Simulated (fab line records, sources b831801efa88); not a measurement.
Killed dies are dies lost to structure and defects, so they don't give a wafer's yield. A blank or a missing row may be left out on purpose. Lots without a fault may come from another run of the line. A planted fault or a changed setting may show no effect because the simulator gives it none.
Which tool did it? | flow sky130 | 24 lots, 72 wafers sampled, at 5 steps of a route of 708

WHAT THE GAUGES READ, wafer by wafer
SKY_POLY_GATE_THK_MEAS_21.
lot  | measured     | on            | POLY_GATE_OXIDATION_THK (nm)
L074 | day 16 05:48 | film_metro-02 | 3.94 3.94 3.98
L075 | day 16 14:40 | film_metro-02 | 3.95 4.04 4.04
L076 | day 17 07:49 | film_metro-03 | 4.19 4.19 4.21
L077 | day 17 09:03 | film_metro-03 | 3.99 3.95 4.08
L078 | day 17 21:45 | film_metro-03 | 4.01 4.06 4.00
L079 | day 18 12:48 | film_metro-04 | 4.01 4.00 3.97
L080 | day 18 22:01 | film_metro-03 | 4.21 4.06 4.00
L081 | day 19 05:20 | film_metro-03 | 4.07 4.05 4.12
L082 | day 19 12:15 | film_metro-04 | 4.19 4.06 4.24
L083 | day 19 20:20 | film_metro-04 | 4.04 3.88 4.09
L084 | day 20 06:45 | film_metro-02 | 4.07 4.05 3.99
L085 | day 20 17:59 | film_metro-03 | 4.01 3.99 4.04
L086 | day 21 04:05 | film_metro-04 | 3.96 3.99 4.08
L087 | day 21 05:40 | film_metro-03 | 4.06 4.05 4.07
L088 | day 21 20:36 | film_metro-03 | 4.06 4.11 4.06
L089 | day 21 23:37 | film_metro-03 | 4.04 3.91 4.07
L090 | day 22 04:11 | film_metro-04 | 4.08 4.04 4.16
L091 | day 22 20:21 | film_metro-02 | 4.03 4.02 4.00
L092 | day 23 02:00 | film_metro-04 | 3.91 3.90 3.92
L093 | day 23 13:07 | film_metro-04 | 3.90 3.85 3.91
L094 | day 23 19:29 | film_metro-03 | 3.89 3.90 3.98
L095 | day 24 14:26 | film_metro-02 | 4.10 4.09 4.17
L096 | day 24 15:46 | film_metro-04 | 3.89 3.93 3.92
L097 | day 25 01:41 | film_metro-03 | 3.95 3.92 3.99

SKY_VIA2_RS_MEAS_22: measures by four-point-probe.
lot  | measured     | on            | VIA2_W_RS (ohm/sq)
L074 | day 36 02:29 | film_metro-01 | 0.2729 0.2734 0.2722
L075 | day 36 11:15 | film_metro-01 | 0.2774 0.2734 0.2746
L076 | day 37 04:27 | film_metro-04 | 0.2766 0.2730 0.2746
L077 | day 37 05:24 | film_metro-02 | 0.2763 0.2736 0.2750
L078 | day 37 15:02 | film_metro-01 | 0.2677 0.2689 0.2656
L079 | day 38 01:23 | film_metro-02 | 0.2736 0.2705 0.2733
L080 | day 38 11:23 | film_metro-02 | 0.2772 0.2709 0.2727
L081 | day 38 19:02 | film_metro-04 | 0.2703 0.2723 0.2742
L082 | day 39 00:26 | film_metro-01 | 0.2739 0.2715 0.2721
L083 | day 39 03:40 | film_metro-01 | 0.2707 0.2748 0.2748
L084 | day 39 15:04 | film_metro-01 | 0.2710 0.2701 0.2663
L085 | day 40 00:08 | film_metro-01 | 0.2676 0.2705 0.2710
L086 | day 40 07:32 | film_metro-02 | 0.2720 0.2730 0.2723
L087 | day 40 07:37 | film_metro-04 | 0.2716 0.2711 0.2700
L088 | day 40 19:34 | film_metro-01 | 0.2771 0.2804 0.2765
L089 | day 40 22:53 | film_metro-01 | 0.2786 0.2741 0.2779
L090 | day 41 04:07 | film_metro-02 | 0.2692 0.2687 0.2736
L091 | day 41 14:29 | film_metro-02 | 0.2741 0.2708 0.2740
L092 | day 41 18:27 | film_metro-01 | 0.2720 0.2751 0.2716
L093 | day 42 03:41 | film_metro-04 | 0.2714 0.2743 0.2688
L094 | day 42 08:42 | film_metro-02 | 0.2698 0.2754 0.2725
L095 | day 42 22:40 | film_metro-01 | 0.2755 0.2755 0.2698
L096 | day 43 02:37 | film_metro-02 | 0.2715 0.2740 0.2756
L097 | day 43 08:04 | film_metro-01 | 0.2708 0.2735 0.2712

WHICH TOOL RAN EACH LOT (tool, then ch and the chambers of the sampled wafers, then the start)
lot  | SKY_RES_PROTECT_STRIP_07             | SKY_POLY_GATE_ETCH_16              | SKY_VIA2_ETCH_15
L074 | plasma_asher-02 ch 0, day 14 20:27   | rie_diel-02 ch 1,3, day 16 04:06   | rie_diel-02 ch 0,1,3, day 36 01:34
L075 | plasma_asher-04 ch 1, day 15 03:46   | rie_diel-02 ch 0,1,2, day 16 11:08 | rie_diel-02 ch 0,1,3, day 36 10:25
L076 | plasma_asher-02 ch 0,1, day 15 20:30 | rie_diel-02 ch 0,1,3, day 17 06:15 | rie_diel-04 ch 0,2,3, day 37 03:34
L077 | plasma_asher-04 ch 0,1, day 15 20:46 | rie_diel-01 ch 1,2,3, day 17 06:30 | rie_diel-03 ch 1,2,3, day 37 04:31
L078 | plasma_asher-04 ch 0,1, day 16 07:46 | rie_diel-02 ch 0,2,3, day 17 16:22 | rie_diel-02 ch 0,1,2, day 37 13:40
L079 | plasma_asher-01 ch 0,1, day 16 22:13 | rie_diel-03 ch 1,2, day 18 06:39   | rie_diel-04 ch 0,2,3, day 38 00:32
L080 | plasma_asher-04 ch 0,1, day 17 08:30 | rie_diel-01 ch 1,2,3, day 18 16:45 | rie_diel-03 ch 1,2,3, day 38 10:31
L081 | plasma_asher-01 ch 0,1, day 17 18:19 | rie_diel-03 ch 0,1,2, day 19 01:45 | rie_diel-04 ch 0,2,3, day 38 18:10
L082 | plasma_asher-04 ch 0,1, day 18 02:48 | rie_diel-01 ch 0,1, day 19 10:10   | rie_diel-04 ch 0,1,3, day 38 23:28
L083 | plasma_asher-02 ch 0,1, day 18 11:10 | rie_diel-03 ch 1,2,3, day 19 18:46 | rie_diel-04 ch 0,2,3, day 39 02:49
L084 | plasma_asher-02 ch 0,1, day 18 19:07 | rie_diel-02 ch 0,1, day 20 04:42   | rie_diel-04 ch 0,2,3, day 39 14:13
L085 | plasma_asher-02 ch 0,1, day 19 05:24 | rie_diel-01 ch 0,1, day 20 15:51   | rie_diel-03 ch 1,2,3, day 39 23:16
L086 | plasma_asher-04 ch 0,1, day 19 17:39 | rie_diel-02 ch 1,2, day 21 02:31   | rie_diel-04 ch 0,3, day 40 06:19
L087 | plasma_asher-01 ch 0,1, day 19 17:58 | rie_diel-01 ch 1,3, day 21 04:06   | rie_diel-03 ch 0,1, day 40 06:40
L088 | plasma_asher-04 ch 0,1, day 20 08:24 | rie_diel-02 ch 0,1,3, day 21 17:54 | rie_diel-04 ch 1,3, day 40 18:41
L089 | plasma_asher-02 ch 0,1, day 20 13:19 | rie_diel-02 ch 0,3, day 21 22:03   | rie_diel-03 ch 1,2,3, day 40 22:01
L090 | plasma_asher-02 ch 0,1, day 20 17:57 | rie_diel-02 ch 0,3, day 22 02:37   | rie_diel-02 ch 0,3, day 41 03:13
L091 | plasma_asher-02 ch 0,1, day 21 10:06 | rie_diel-03 ch 0,1,3, day 22 18:48 | rie_diel-03 ch 1,2, day 41 13:38
L092 | plasma_asher-01 ch 0,1, day 21 15:59 | rie_diel-01 ch 2,3, day 23 00:25   | rie_diel-04 ch 2,3, day 41 17:34
L093 | plasma_asher-04 ch 0,1, day 22 03:19 | rie_diel-03 ch 0,2,3, day 23 11:33 | rie_diel-04 ch 2,3, day 42 02:49
L094 | plasma_asher-02 ch 1, day 22 09:16   | rie_diel-03 ch 0,2, day 23 17:55   | rie_diel-02 ch 1,2,3, day 42 07:49
L095 | plasma_asher-02 ch 1, day 23 03:49   | rie_diel-02 ch 1,2,3, day 24 12:06 | rie_diel-03 ch 0,1,3, day 42 21:46
L096 | plasma_asher-02 ch 0,1, day 23 04:33 | rie_diel-01 ch 0,2,3, day 24 14:12 | rie_diel-04 ch 1,2,3, day 43 01:43
L097 | plasma_asher-02 ch 0,1, day 23 15:52 | rie_diel-03 ch 0,1, day 24 23:43   | rie_diel-03 ch 0,1, day 43 07:13
- SKY_RES_PROTECT_STRIP_07: strips in O2/N2.
- SKY_POLY_GATE_ETCH_16: etches Si3N4 in CH3F/O2, stops on poly-Si, time 147.5 s, target depth 75 nm.
- SKY_VIA2_ETCH_15: etches SiO2 in C4F8/O2/Ar, stops on TiN, target depth 546 nm, time 84 s.

WHAT THE TOOLS THEMSELVES READ (means of the sampled wafers that have a number; where no wafer has one, the mark that the record gives instead)
SKY_RES_PROTECT_STRIP_07.
lot  | tool            | drypump_motor_current_A (A) | oes_product_au (a.u.) | strip_time_to_endpoint_s (s)
L074 | plasma_asher-02 | 6.0                         | 0.522                 | 23.32
L075 | plasma_asher-04 | 4.9                         | 0.519                 | 23.29
L076 | plasma_asher-02 | 5.6                         | 0.515                 | 23.29
L077 | plasma_asher-04 | 5.1                         | 0.520                 | 23.28
L078 | plasma_asher-04 | 5.4                         | 0.519                 | 23.31
L079 | plasma_asher-01 | 5.8                         | 0.514                 | 23.27
L080 | plasma_asher-04 | 5.4                         | 0.516                 | 23.28
L081 | plasma_asher-01 | 5.5                         | 0.517                 | 23.29
L082 | plasma_asher-04 | 5.2                         | 0.522                 | 23.26
L083 | plasma_asher-02 | 5.2                         | 0.515                 | 23.28
L084 | plasma_asher-02 | 5.7                         | 0.521                 | 23.29
L085 | plasma_asher-02 | 5.6                         | 0.518                 | 23.32
L086 | plasma_asher-04 | 5.2                         | 0.514                 | 23.26
L087 | plasma_asher-01 | 5.7                         | 0.518                 | 23.28
L088 | plasma_asher-04 | 5.2                         | 0.512                 | 23.34
L089 | plasma_asher-02 | 5.6                         | 0.516                 | 23.26
L090 | plasma_asher-02 | 5.2                         | 0.518                 | 23.27
L091 | plasma_asher-02 | 5.2                         | 0.518                 | 23.30
L092 | plasma_asher-01 | 5.7                         | 0.516                 | 23.35
L093 | plasma_asher-04 | 5.2                         | 0.516                 | 23.30
L094 | plasma_asher-02 | 4.8                         | 0.514                 | 23.24
L095 | plasma_asher-02 | 4.8                         | 0.515                 | 23.29
L096 | plasma_asher-02 | 5.7                         | 0.519                 | 23.25
L097 | plasma_asher-02 | 5.6                         | 0.517                 | 23.29

SKY_POLY_GATE_ETCH_16.
lot  | tool        | ch3f_flow_sccm (sccm) | drypump_motor_current_A (A) | oes_product_au (a.u.) | throttle_valve_pct (%)
L074 | rie_diel-02 | 40.08                 | 5.7                         | 0.644                 | 10.541
L075 | rie_diel-02 | 40.05                 | 5.6                         | 0.644                 | 10.536
L076 | rie_diel-02 | 40.03                 | 5.5                         | 0.640                 | 10.532
L077 | rie_diel-01 | 39.94                 | 5.6                         | 0.647                 | 10.533
L078 | rie_diel-02 | 39.98                 | 5.4                         | 0.645                 | 10.539
L079 | rie_diel-03 | 40.09                 | 5.1                         | 0.644                 | 10.543
L080 | rie_diel-01 | 39.98                 | 5.6                         | 0.643                 | 10.546
L081 | rie_diel-03 | 39.88                 | 5.3                         | 0.644                 | 10.519
L082 | rie_diel-01 | 39.99                 | 5.7                         | 0.646                 | 10.537
L083 | rie_diel-03 | 40.02                 | 5.5                         | 0.636                 | 10.526
L084 | rie_diel-02 | 40.00                 | 5.8                         | 0.644                 | 10.533
L085 | rie_diel-01 | 39.94                 | 5.7                         | 0.643                 | 10.539
L086 | rie_diel-02 | 39.99                 | 5.8                         | 0.640                 | 10.537
L087 | rie_diel-01 | 40.10                 | 5.5                         | 0.641                 | 10.534
L088 | rie_diel-02 | 39.93                 | 5.5                         | 0.643                 | 10.541
L089 | rie_diel-02 | 39.83                 | 5.3                         | 0.648                 | 10.534
L090 | rie_diel-02 | 39.87                 | 5.3                         | 0.643                 | 10.537
L091 | rie_diel-03 | 39.88                 | 5.2                         | 0.642                 | 10.537
L092 | rie_diel-01 | 39.93                 | 5.8                         | 0.643                 | 10.539
L093 | rie_diel-03 | 40.03                 | 5.6                         | 0.638                 | 10.533
L094 | rie_diel-03 | 40.04                 | 5.6                         | 0.642                 | 10.541
L095 | rie_diel-02 | 39.86                 | 5.5                         | 0.639                 | 10.538
L096 | rie_diel-01 | 39.99                 | 6.0                         | 0.643                 | 10.526
L097 | rie_diel-03 | 40.02                 | 5.0                         | 0.640                 | 10.544

SKY_VIA2_ETCH_15.
lot  | tool        | oes_product_au (a.u.)
L074 | rie_diel-02 | 0.945
L075 | rie_diel-02 | 0.941
L076 | rie_diel-04 | 0.938
L077 | rie_diel-03 | 0.940
L078 | rie_diel-02 | 0.946
L079 | rie_diel-04 | 0.941
L080 | rie_diel-03 | 0.940
L081 | rie_diel-04 | 0.941
L082 | rie_diel-04 | 0.936
L083 | rie_diel-04 | 0.940
L084 | rie_diel-04 | 0.939
L085 | rie_diel-03 | 0.939
L086 | rie_diel-04 | 0.937
L087 | rie_diel-03 | 0.941
L088 | rie_diel-04 | 0.938
L089 | rie_diel-03 | 0.941
L090 | rie_diel-02 | 0.943
L091 | rie_diel-03 | 0.938
L092 | rie_diel-04 | 0.938
L093 | rie_diel-04 | 0.942
L094 | rie_diel-02 | 0.940
L095 | rie_diel-03 | 0.941
L096 | rie_diel-04 | 0.937
L097 | rie_diel-03 | 0.942

THE ANSWER, worked out from the rows above alone
Rule: what is usual is taken from the lots themselves. Put in order of their means at a reading, lots are off if they are a third of the lots or fewer, leave a main group of 4 or more, and stand apart from it by a gap of 3 or more times the standard deviation of the main group's means; of several such gaps the widest counts. A main group whose means are all the same, to the digits that the tables above print for the reading, isn't used. A lot without any number at a reading at which 4 lots or more have one is off too. The other lots that the step has rows for count as sound. The gauges are gone through in route order, then the tools' own readings, and for those a lot's mean is taken as printed above. The first step at which some lot is off is used, and at that step the reading that is off furthest; a lot without a number counts as furthest.
No lot is off at any reading shown: from this, nothing can be told.

WHAT THE SIMULATOR HAD PUT IN
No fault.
